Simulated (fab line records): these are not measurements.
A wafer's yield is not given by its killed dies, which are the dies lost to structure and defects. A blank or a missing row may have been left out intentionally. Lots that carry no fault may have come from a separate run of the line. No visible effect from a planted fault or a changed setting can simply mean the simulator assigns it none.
One fault through the eyes of 2 desks -- flow gf180mcu -- numbers are kept per desk, each desk with only its own; the story behind them comes last

AT THE METROLOGY DESK
What the gauges read, lot by lot, whatever tool the lot ran on: means of the sampled wafers that have a number. Any lot whose mean is over 4 standard deviations away from the usual mean is out of limits and marked OUT; that distance is given in the brackets.
Columns: A = POLY_GATE_CVD_00_THK at GF_POLY_GATE_THK_MEAS_01, usual 200.3 nm; B = cd nm at GF_M3_CD_MEAS_14, usual 279.8 nm
lot,first seen here,A,B
L815,day 8 22:02,202.3,279.7
L818,day 9 12:47,203.2,279.7
L820,day 9 22:41,200.7,280.1
L821,day 10 04:23,201.6,280.1
L822,day 10 14:06,201.1,281.4
L823,day 11 01:47,198.3,279.0
L826,day 12 01:34,371.5 (+90) OUT,-
L827,day 12 05:55,372.1 (+90) OUT,-
L828,day 12 10:40,371.0 (+90) OUT,-
L830,day 13 03:37,200.6,279.4
L835,day 15 05:13,199.2,278.5
L836,day 15 08:44,195.9,279.5
L837,day 15 18:10,199.7,278.6
This desk finds L826, L827, L828 out of limits, with the earliest case on L826 at day 12 01:34 (POLY_GATE_CVD_00_THK at GF_POLY_GATE_THK_MEAS_01). Within limits: L815, L818, L820, L821, L822, L823, L830, L835, L836, L837.

TOOL OWNER'S DESK, lpcvd-02
The tool's own readings at GF_POLY_GATE_CVD_00 (deposits poly-Si, target thk 200 nm, time 1200 s): means of the sampled wafers that have a number, for each lot that ran on this tool. Any lot whose mean is over 4 standard deviations away from the usual mean is out of limits and marked OUT; that distance is given in the brackets. Readings shown: 7 out of 8 (the first out of limits, and those lying furthest out on some lot).
Columns: A = spike tc bottom C at GF_POLY_GATE_CVD_00, usual 640 C; B = spike tc centre C at GF_POLY_GATE_CVD_00, usual 620.7 C; C = spike tc lower C at GF_POLY_GATE_CVD_00, usual 619.8 C; D = spike tc top C at GF_POLY_GATE_CVD_00, usual 637 C; E = spike tc upper C at GF_POLY_GATE_CVD_00, usual 619.3 C; F = susceptor temp C at GF_POLY_GATE_CVD_00, usual 620.05 C; G = zone power bottom pct at GF_POLY_GATE_CVD_00, usual 12.1 %
lot,first seen here,A,B,C,D,E,F,G
L820,day 9 21:20,636,620.8,620.6,637,619.3,620.27,11.6
L822,day 10 12:46,636,620.0,619.6,636,619.2,620.07,11.4
L826,day 11 23:34,664 (+8.0) OUT,647.9 (+23) OUT,647.5 (+29) OUT,664 (+8.7) OUT,647.6 (+19) OUT,647.35 (+99 or more) OUT,12.5
L827,day 12 04:34,670 (+10) OUT,649.2 (+24) OUT,648.5 (+30) OUT,663 (+8.3) OUT,645.8 (+18) OUT,647.59 (+99 or more) OUT,13.2
L828,day 12 09:19,671 (+10) OUT,648.5 (+23) OUT,646.6 (+28) OUT,661 (+7.8) OUT,646.1 (+18) OUT,647.67 (+99 or more) OUT,13.2
L837,day 15 16:49,644,621.0,620.0,635,618.0,619.84,12.2
This desk's verdict: out of limits on L826, L827, L828, starting with L826 at day 11 23:34 (spike tc bottom C at GF_POLY_GATE_CVD_00). Within limits: L820, L822, L837.

PUT TOGETHER
An alarm could have come from the tool owner's desk at day 11 23:34, on L826, L827, L828.
At day 12 01:34 the metrology desk could have sounded an alarm, on L826, L827, L828.
Every lot named ran GF_POLY_GATE_CVD_00 on lpcvd-02.

WHAT WAS PUT IN BY THE SIMULATOR
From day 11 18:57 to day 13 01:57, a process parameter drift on lpcvd-02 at GF_POLY_GATE_CVD_00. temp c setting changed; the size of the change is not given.
Shown lots that were struck: L826, L827, L828.
Delay (hours) between the fault's onset and each desk's first out-of-limits reading: 5 at the tool owner's desk, 7 at the metrology desk.
